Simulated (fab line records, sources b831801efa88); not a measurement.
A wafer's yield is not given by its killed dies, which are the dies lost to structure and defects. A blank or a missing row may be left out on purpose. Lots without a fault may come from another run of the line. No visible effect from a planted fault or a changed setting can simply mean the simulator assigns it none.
Which tool did it? ; flow gf180mcu ; 24 lots with 72 wafers sampled at 4 steps, on a route of 602 steps

== WHAT THE GAUGES READ, wafer by wafer ==
GF_V3_OVL_MEAS_15.
lot;measured;on;V3_OVL (nm)
L074;day 22 09:51;overlay-01;-2 -6 -12
L075;day 22 11:40;overlay-01;-7 -3 -9
L076;day 22 21:18;overlay-02;3 11 -3
L077;day 23 14:00;overlay-01;1 -2 -7
L078;day 23 14:57;overlay-02;2 -10 -7
L079;day 23 22:43;overlay-02;-3 0 -5
L080;day 24 12:50;overlay-02;-8 -6 -3
L081;day 24 15:48;overlay-01;-8 -5 -5
L082;day 24 23:47;overlay-01;4 -6 2
L083;day 25 06:39;overlay-02;6 -4 0
L084;day 25 16:23;overlay-01;-15 -2 -7
L085;day 26 02:54;overlay-01;1 -7 2
L086;day 26 06:01;overlay-02;1 -1 -4
L087;day 27 01:55;overlay-02;-8 -5 -1
L088;day 27 05:49;overlay-01;-10 -1 -8
L089;day 27 11:51;overlay-01;-12 -6 -4
L090;day 27 21:42;overlay-01;11 0 0
L091;day 28 01:00;overlay-01;-9 -7 2
L092;day 28 08:44;overlay-02;4 1 7
L093;day 28 19:27;overlay-01;-6 2 -3
L094;day 28 21:01;overlay-01;-4 -2 -9
L095;day 29 02:24;overlay-02;1 5 5
L096;day 29 19:29;overlay-01;-8 -4 2
L097;day 29 22:56;overlay-02;-5 0 9

GF_M4_RS_MEAS_05: the measuring method here is four-point-probe.
lot;measured;on;M4_ALCU_RS (ohm/sq)
L074;day 22 11:28;film-metro-01;0.0691 0.0689 0.0693
L075;day 22 13:19;film-metro-03;0.0698 0.0702 0.0697
L076;day 22 22:58;film-metro-02;0.0689 0.0699 0.0696
L077;day 23 15:38;film-metro-01;0.0698 0.0697 0.0695
L078;day 23 16:36;film-metro-03;0.0706 0.0707 0.0712
L079;day 24 00:27;film-metro-01;0.0705 0.0711 0.0700
L080;day 24 14:28;film-metro-02;0.0703 0.0693 0.0700
L081;day 24 17:25;film-metro-02;0.0699 0.0697 0.0695
L082;day 25 01:26;film-metro-02;0.0694 0.0692 0.0696
L083;day 25 08:17;film-metro-01;0.0702 0.0701 0.0703
L084;day 25 18:00;film-metro-01;0.0699 0.0692 0.0699
L085;day 26 04:31;film-metro-03;0.0696 0.0697 0.0689
L086;day 26 07:39;film-metro-01;0.0702 0.0699 0.0704
L087;day 27 04:01;film-metro-03;0.0702 0.0692 0.0695
L088;day 27 07:38;film-metro-01;0.0702 0.0706 0.0697
L089;day 27 14:01;film-metro-03;0.0697 0.0705 0.0706
L090;day 27 23:22;film-metro-03;0.0694 0.0692 0.0690
L091;day 28 02:40;film-metro-01;0.0692 0.0697 0.0700
L092;day 28 10:21;film-metro-03;0.0699 0.0700 0.0698
L093;day 28 21:04;film-metro-03;0.0699 0.0688 0.0692
L094;day 28 22:44;film-metro-01;0.0692 0.0696 0.0687
L095;day 29 04:04;film-metro-01;0.0706 0.0701 0.0704
L096;day 29 21:14;film-metro-03;0.0701 0.0708 0.0708
L097;day 30 00:38;film-metro-01;0.0697 0.0693 0.0703

== WHICH TOOL RAN EACH LOT (tool, then ch and the chambers of the sampled wafers, then the start) ==
lot;GF_V3_SPUTTER_21;GF_V3_CMP_26
L074;pvd-sputter-02, day 22 10:34;cmp-01 ch 0,1,3, day 22 11:00
L075;pvd-sputter-03, day 22 12:22;cmp-02 ch 1,2, day 22 12:49
L076;pvd-sputter-03, day 22 22:02;cmp-01 ch 1,3, day 22 22:28
L077;pvd-sputter-03, day 23 14:44;cmp-01 ch 0,1,2, day 23 15:07
L078;pvd-sputter-04, day 23 15:41;cmp-02 ch 0,1,3, day 23 16:05
L079;pvd-sputter-04, day 23 23:31;cmp-02 ch 0,2,3, day 23 23:58
L080;pvd-sputter-04, day 24 13:32;cmp-02 ch 1,2,3, day 24 14:01
L081;pvd-sputter-03, day 24 16:30;cmp-01 ch 0,1,3, day 24 16:53
L082;pvd-sputter-03, day 25 00:31;cmp-01 ch 0,2,3, day 25 01:01
L083;pvd-sputter-04, day 25 07:21;cmp-02 ch 1,2,3, day 25 07:46
L084;pvd-sputter-02, day 25 17:05;cmp-02 ch 0,1, day 25 17:29
L085;pvd-sputter-02, day 26 03:36;cmp-01 ch 0,2,3, day 26 03:59
L086;pvd-sputter-02, day 26 06:42;cmp-01 ch 0,1,2, day 26 07:11
L087;pvd-sputter-02, day 27 03:05;cmp-01 ch 0,1,3, day 27 03:35
L088;pvd-sputter-04, day 27 06:39;cmp-01 ch 0,2,3, day 27 07:09
L089;pvd-sputter-03, day 27 13:04;cmp-02 ch 0,1,2, day 27 13:31
L090;pvd-sputter-04, day 27 22:26;cmp-01 ch 0,1, day 27 22:49
L091;pvd-sputter-03, day 28 01:43;cmp-01 ch 0,3, day 28 02:07
L092;pvd-sputter-04, day 28 09:26;cmp-02 ch 0,1, day 28 09:50
L093;pvd-sputter-03, day 28 20:09;cmp-02 ch 0,1,2, day 28 20:32
L094;pvd-sputter-03, day 28 21:42;cmp-02 ch 2,3, day 28 22:13
L095;pvd-sputter-02, day 29 03:06;cmp-02 ch 1,2, day 29 03:32
L096;pvd-sputter-03, day 29 20:19;cmp-02 ch 0,1, day 29 20:43
L097;pvd-sputter-03, day 29 23:44;cmp-01 ch 0,1,3, day 30 00:10
- GF_V3_SPUTTER_21: material Ti, target thk 15 nm, time 80.02 s.
- GF_V3_CMP_26: polishes, stops on SiO2, t overpolish 15 s, target thk 0 nm.

== AS READ BY THE TOOLS THEMSELVES (means over the sampled wafers that have a number; for cases with no such wafer, the mark the record gives instead) ==
GF_V3_SPUTTER_21.
lot;tool;chamber-pressure-pa (Pa);throttle-valve-pct (%)
L074;pvd-sputter-02;5.003;29.9
L075;pvd-sputter-03;5.003;29.2
L076;pvd-sputter-03;4.999;29.1
L077;pvd-sputter-03;5.003;29.2
L078;pvd-sputter-04;4.989;29.7
L079;pvd-sputter-04;5.010;28.9
L080;pvd-sputter-04;5.002;30.3
L081;pvd-sputter-03;4.991;29.0
L082;pvd-sputter-03;5.002;29.1
L083;pvd-sputter-04;4.994;28.9
L084;pvd-sputter-02;4.993;30.1
L085;pvd-sputter-02;5.006;30.4
L086;pvd-sputter-02;5.011;29.6
L087;pvd-sputter-02;5.004;29.9
L088;pvd-sputter-04;5.001;29.6
L089;pvd-sputter-03;4.995;29.1
L090;pvd-sputter-04;5.003;29.2
L091;pvd-sputter-03;5.001;29.3
L092;pvd-sputter-04;4.987;30.2
L093;pvd-sputter-03;5.003;29.1
L094;pvd-sputter-03;5.009;29.2
L095;pvd-sputter-02;5.005;30.5
L096;pvd-sputter-03;4.997;29.1
L097;pvd-sputter-03;5.010;29.1

GF_V3_CMP_26.
lot;tool;motor-current-A (A);overpolish-run-s (s);time-to-endpoint-s (s)
L074;cmp-01;10.7;15.007;83
L075;cmp-02;10.9;15.001;85
L076;cmp-01;11.2;15.003;90
L077;cmp-01;11.1;15.008;84
L078;cmp-02;10.8;14.998;87
L079;cmp-02;10.9;14.999;84
L080;cmp-02;10.4;15.008;84
L081;cmp-01;10.9;15.001;84
L082;cmp-01;10.0;15.005;84
L083;cmp-02;10.4;15.003;85
L084;cmp-02;10.8;15.017;85
L085;cmp-01;9.9;15.009;83
L086;cmp-01;11.1;15.005;87
L087;cmp-01;10.8;15.010;86
L088;cmp-01;9.9;14.996;88
L089;cmp-02;11.0;15.000;87
L090;cmp-01;12.1;14.997;81
L091;cmp-01;10.3;15.005;90
L092;cmp-02;11.0;15.003;88
L093;cmp-02;11.4;15.015;88
L094;cmp-02;10.1;15.005;91
L095;cmp-02;10.3;14.996;88
L096;cmp-02;11.6;14.997;84
L097;cmp-01;11.0;15.004;80

== THE ANSWER, worked out from the rows above alone ==
Rule: the lots themselves supply what counts as usual. The widest of any qualifying gaps counts: lots, ordered by their means at a reading, are off when they make up no more than a third of the lots, leave a main group of 4 or more, and stand apart from it by 3 or more times the standard deviation of that group's means. If all means in a main group match to the digits the tables above print for the reading, that group is not used. A lot without any number at a reading at which 4 lots or more have one is off too. Any other lot the step has rows for is counted as sound. The gauges are gone through in route order, then the tools' own readings, and for those a lot's mean is taken as printed above. At the first step where some lot is off, the reading lying furthest off is the one used; lots without a number count as furthest.
No lot is off at any reading shown: from this, nothing can be told.

== WHAT THE SIMULATOR HAD PUT IN ==
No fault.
